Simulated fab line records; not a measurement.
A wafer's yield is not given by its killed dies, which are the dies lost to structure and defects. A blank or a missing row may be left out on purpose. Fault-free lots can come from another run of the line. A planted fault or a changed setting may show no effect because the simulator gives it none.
The tool behind it: which one? | flow sky130 | 10 lots with 30 wafers sampled at 2 steps, on a route of 708 steps

WHAT EACH GAUGE READ, for each wafer
SKY_VIA4_THK_MEAS_01. Usual: VIA4_HDPCVD_THK gives 1749 nm (standard deviation 19).
lot  | measured     | on            | VIA4_HDPCVD_THK (nm) | flag
L556 | day 41 17:11 | film metro-01 | 1739 1773 1747       |
L557 | day 42 03:04 | film metro-01 | 1766 1759 1779       |
L558 | day 42 13:37 | film metro-04 | 1740 1742 1756       |
L559 | day 42 15:34 | film metro-01 | 1779 1754 1747       |
L560 | day 43 07:20 | film metro-03 | 1749 1745 1756       |
L567 | day 45 00:35 | film metro-01 | 1923 1751 1743       |
L570 | day 46 03:38 | film metro-01 | 1741 1736 1750       |
L573 | day 47 01:22 | film metro-04 | 1748 1762 1746       |
L576 | day 47 09:34 | film metro-03 | 1719 1743 1734       |
L577 | day 47 13:32 | film metro-04 | 1712 1673 1732       |

WHICH TOOL RAN EACH LOT (tool, then ch and the chambers of the sampled wafers, then the start)
lot  | SKY_VIA4_HDPCVD_00
L556 | hdpcvd-01 ch 0,1,2, day 41 17:01
L557 | hdpcvd-02 ch 0,2, day 42 02:53
L558 | hdpcvd-02 ch 0,2, day 42 13:26
L559 | hdpcvd-02 ch 1,2, day 42 15:23
L560 | hdpcvd-02 ch 0,1, day 43 07:09
L567 | hdpcvd-01 ch 0,1,2, day 45 00:24
L570 | hdpcvd-02 ch 0,1,2, day 46 03:27
L573 | hdpcvd-02 ch 0,1,2, day 47 01:10
L576 | hdpcvd-02 ch 0,1,2, day 47 09:24
L577 | hdpcvd-02 ch 0,1,2, day 47 13:22
- SKY_VIA4_HDPCVD_00: deposits SiO2, target thk 1750 nm, time 291.7 s.

WHAT THE TOOLS THEMSELVES READ (means of the sampled wafers that have a number; where no wafer has one, the mark that the record gives instead)
SKY_VIA4_HDPCVD_00. Usual: run length s 319.4 s, standard deviation 0.45.
lot  | tool      | run length s (s) | flag
L556 | hdpcvd-01 | 319.4            |
L557 | hdpcvd-02 | 319.3            |
L558 | hdpcvd-02 | 319.6            |
L559 | hdpcvd-02 | 319.2            |
L560 | hdpcvd-02 | 319.4            |
L567 | hdpcvd-01 | 328.1            | OFF
L570 | hdpcvd-02 | 319.5            |
L573 | hdpcvd-02 | 319.4            |
L576 | hdpcvd-02 | 319.5            |
L577 | hdpcvd-02 | 319.2            |

THE ANSWER, worked out from the rows above alone
Rule: a lot counts as off when the mean over its wafers that have a number is more than 3 standard deviations away from the usual mean. Also off: a lot with no number at a reading for which 4 or more lots have one. Where the step has rows for the other lots, those lots are counted as sound. The gauges are gone through in route order, then the tools' own readings, and for those a lot's mean is taken as printed above. At the first step where some lot is off, the reading lying furthest off is the one used; lots without a number count as furthest.
Off: L567 (SKY_VIA4_HDPCVD_00, run length s).
A tool fits if, at that step or a process step before it, it ran every lot that is off, and no sound lot after the first of them. One fits: SKY_VIA4_HDPCVD_00 on hdpcvd-01. Its last sound lot is L556 (day 41 17:01), its first lot that is off L567 (day 45 00:24): a fault that began between those two fits.
On the lots that are off, the tool's own readings at SKY_VIA4_HDPCVD_00 differ by more than 5 times the standard deviation of the sound lots' means, which bears it out; run length s reads 328.1 s there versus 319.4 s on the sound lots.

WHAT THE SIMULATOR PUT IN
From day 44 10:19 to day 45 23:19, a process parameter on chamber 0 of hdpcvd-01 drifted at SKY_VIA4_HDPCVD_00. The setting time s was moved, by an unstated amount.
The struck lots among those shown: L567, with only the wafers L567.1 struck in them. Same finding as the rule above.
